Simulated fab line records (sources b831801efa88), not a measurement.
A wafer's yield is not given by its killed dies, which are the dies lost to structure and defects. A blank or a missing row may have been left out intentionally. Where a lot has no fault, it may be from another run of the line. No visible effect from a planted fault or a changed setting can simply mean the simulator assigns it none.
Which tool is to blame?    flow sky130    Sampling: 14 lots, 42 wafers, 4 of 708 route steps

WHAT EACH GAUGE READ, for each wafer
Not one reading of a measure or inspect step in the record can be checked against a usual standard deviation.

WHAT TOOL EACH LOT RAN ON (gives the tool, then ch and the chambers of the sampled wafers, and finally the start)
lot   SKY_METAL5_SPUTTER_00        SKY_METAL5_DESCUM_14              SKY_METAL5_METAL_ETCH_15          SKY_PAD_OPEN_DEVELOP_06
L679  pvdSputter-01, day 43 09:09  rieMetal-03 ch 0,1, day 44 07:27  rieMetal-03 ch 0,1, day 44 07:33  lithoTrack-03 ch 0, day 46 06:00
L684  pvdSputter-01, day 44 01:34  rieMetal-03 ch 0,1, day 45 00:46  rieMetal-03 ch 0,1, day 45 00:48  lithoTrack-03 ch 0, day 46 21:00
L686  pvdSputter-03, day 44 21:29  rieMetal-03 ch 0, day 45 20:10    rieMetal-03 ch 0, day 45 20:14    lithoTrack-03 ch 0, day 47 14:00
L689  pvdSputter-01, day 45 18:05  rieMetal-03 ch 0,1, day 46 16:35  rieMetal-03 ch 0,1, day 46 16:37  lithoTrack-03 ch 0, day 48 08:00
L690  pvdSputter-03, day 46 01:57  rieMetal-02 ch 0,1, day 46 22:17  rieMetal-02 ch 0,1, day 46 22:19  lithoTrack-02 ch 0, day 48 13:00
L691  pvdSputter-03, day 46 11:59  rieMetal-04 ch 0,1, day 47 06:58  rieMetal-04 ch 0,1, day 47 07:00  lithoTrack-03 ch 0, day 48 21:00
L692  pvdSputter-04, day 46 18:10  rieMetal-02 ch 0,1, day 47 13:36  rieMetal-02 ch 0,1, day 47 13:43  lithoTrack-02, day 49 03:00
L693  pvdSputter-04, day 46 21:28  rieMetal-03 ch 0,1, day 47 17:02  rieMetal-03 ch 0,1, day 47 17:05  lithoTrack-03, day 49 07:00
L694  pvdSputter-04, day 46 23:52  rieMetal-04 ch 0,1, day 47 19:19  rieMetal-04 ch 0,1, day 47 19:21  lithoTrack-03 ch 0, day 49 08:00
L695  pvdSputter-03, day 47 15:14  rieMetal-03 ch 0,1, day 48 10:11  rieMetal-03 ch 0,1, day 48 10:14  lithoTrack-01 ch 0, day 49 23:00
L698  pvdSputter-01, day 47 22:50  rieMetal-03 ch 0,1, day 48 17:59  rieMetal-03 ch 0,1, day 48 18:06  lithoTrack-03 ch 0, day 50 05:00
L700  pvdSputter-01, day 48 04:59  rieMetal-04 ch 0,1, day 48 23:11  rieMetal-04 ch 0,1, day 48 23:14  lithoTrack-02 ch 0, day 50 10:00
L701  pvdSputter-04, day 48 13:58  rieMetal-02 ch 0,1, day 49 08:31  rieMetal-02 ch 0,1, day 49 08:33  lithoTrack-02 ch 0, day 50 18:00
L702  pvdSputter-03, day 48 19:58  rieMetal-02 ch 0,1, day 49 13:26  rieMetal-02 ch 0,1, day 49 13:28  lithoTrack-02 ch 0, day 50 22:00
- SKY_METAL5_SPUTTER_00: material Ti, target thk 15 nm, time 10 s.
- SKY_METAL5_DESCUM_14: chemistry O2, time 11 s.
- SKY_METAL5_METAL_ETCH_15: etches the open film in Cl2/BCl3, stops on SiO2, target depth 1260 nm, time 252 s.
- SKY_PAD_OPEN_DEVELOP_06: develop time 60 s.

AS READ BY THE TOOLS THEMSELVES (means over the sampled wafers that have a number; for cases with no such wafer, the mark the record gives instead)
SKY_METAL5_SPUTTER_00.
lot   tool           chamberPressurePa (Pa)  throttleValvePct (%)
L679  pvdSputter-01  0.3993                  29.3
L684  pvdSputter-01  0.3994                  28.3
L686  pvdSputter-03  0.3991                  29.0
L689  pvdSputter-01  0.4009                  29.1
L690  pvdSputter-03  0.4001                  29.7
L691  pvdSputter-03  0.4002                  28.9
L692  pvdSputter-04  0.4005                  30.3
L693  pvdSputter-04  0.4003                  30.3
L694  pvdSputter-04  0.4003                  30.3
L695  pvdSputter-03  0.3997                  28.4
L698  pvdSputter-01  0.4000                  28.9
L700  pvdSputter-01  0.4004                  28.9
L701  pvdSputter-04  0.3990                  30.2
L702  pvdSputter-03  0.4006                  29.4

SKY_METAL5_DESCUM_14.
lot   tool         drypumpMotorCurrentA (A)  oesProductAu (a.u.)
L679  rieMetal-03  6.4                       1.002
L684  rieMetal-03  6.4                       1.002
L686  rieMetal-03  6.4                       1.010
L689  rieMetal-03  6.4                       0.999
L690  rieMetal-02  6.0                       0.984
L691  rieMetal-04  6.0                       0.996
L692  rieMetal-02  5.7                       1.006
L693  rieMetal-03  6.4                       1.011
L694  rieMetal-04  6.0                       0.998
L695  rieMetal-03  6.4                       0.997
L698  rieMetal-03  6.4                       1.003
L700  rieMetal-04  6.0                       1.004
L701  rieMetal-02  5.8                       1.004
L702  rieMetal-02  5.8                       1.011

SKY_METAL5_METAL_ETCH_15.
lot   tool         drypumpMotorCurrentA (A)  oesProductAu (a.u.)  throttleValvePct (%)
L679  rieMetal-03  6.4                       0.897                22.264
L684  rieMetal-03  6.4                       0.894                22.261
L686  rieMetal-03  6.4                       0.896                22.263
L689  rieMetal-03  6.4                       0.899                22.257
L690  rieMetal-02  6.0                       0.893                22.264
L691  rieMetal-04  6.0                       0.895                22.269
L692  rieMetal-02  5.8                       0.893                22.249
L693  rieMetal-03  6.3                       0.889                22.255
L694  rieMetal-04  6.0                       0.892                22.260
L695  rieMetal-03  6.4                       0.888                22.265
L698  rieMetal-03  6.4                       0.896                22.256
L700  rieMetal-04  6.0                       0.894                22.263
L701  rieMetal-02  5.8                       0.896                22.255
L702  rieMetal-02  5.8                       0.896                22.266

SKY_PAD_OPEN_DEVELOP_06.
lot   tool           chillPlateTempC (C)
L679  lithoTrack-03  23.13
L684  lithoTrack-03  23.07
L686  lithoTrack-03  23.04
L689  lithoTrack-03  22.94
L690  lithoTrack-02  23.02
L691  lithoTrack-03  22.87
L692  lithoTrack-02  -
L693  lithoTrack-03  -
L694  lithoTrack-03  23.09
L695  lithoTrack-01  22.99
L698  lithoTrack-03  22.96
L700  lithoTrack-02  22.93
L701  lithoTrack-02  22.94
L702  lithoTrack-02  23.17

THE ANSWER, worked out from the rows above alone
Rule: what is usual is taken from the lots themselves. Put in order of their means at a reading, lots are off if they are a third of the lots or fewer, leave a main group of 4 or more, and stand apart from it by a gap of 3 or more times the standard deviation of the main group's means; of several such gaps the widest counts. A main group is skipped when, at the precision printed for the reading in the tables above, its means are all equal. A lot without any number at a reading at which 4 lots or more have one is off too. Where the step has rows for the other lots, those lots are counted as sound. Order of review: gauges by route order, followed by the tools' own readings, for which a lot's mean as printed above is used. The first step at which some lot is off is used, and at that step the reading that is off furthest; a lot without a number counts as furthest.
Off, at SKY_PAD_OPEN_DEVELOP_06 on chillPlateTempC: L692, L693. Without a number there: L692, L693. The main group: mean 23.01 C, standard deviation 0.086.
If a tool, at that step or one of the process steps before it, ran each lot that is off and ran no sound lot following the first of them, it fits. None of those tried fits.

WHAT THE SIMULATOR HAD INSERTED
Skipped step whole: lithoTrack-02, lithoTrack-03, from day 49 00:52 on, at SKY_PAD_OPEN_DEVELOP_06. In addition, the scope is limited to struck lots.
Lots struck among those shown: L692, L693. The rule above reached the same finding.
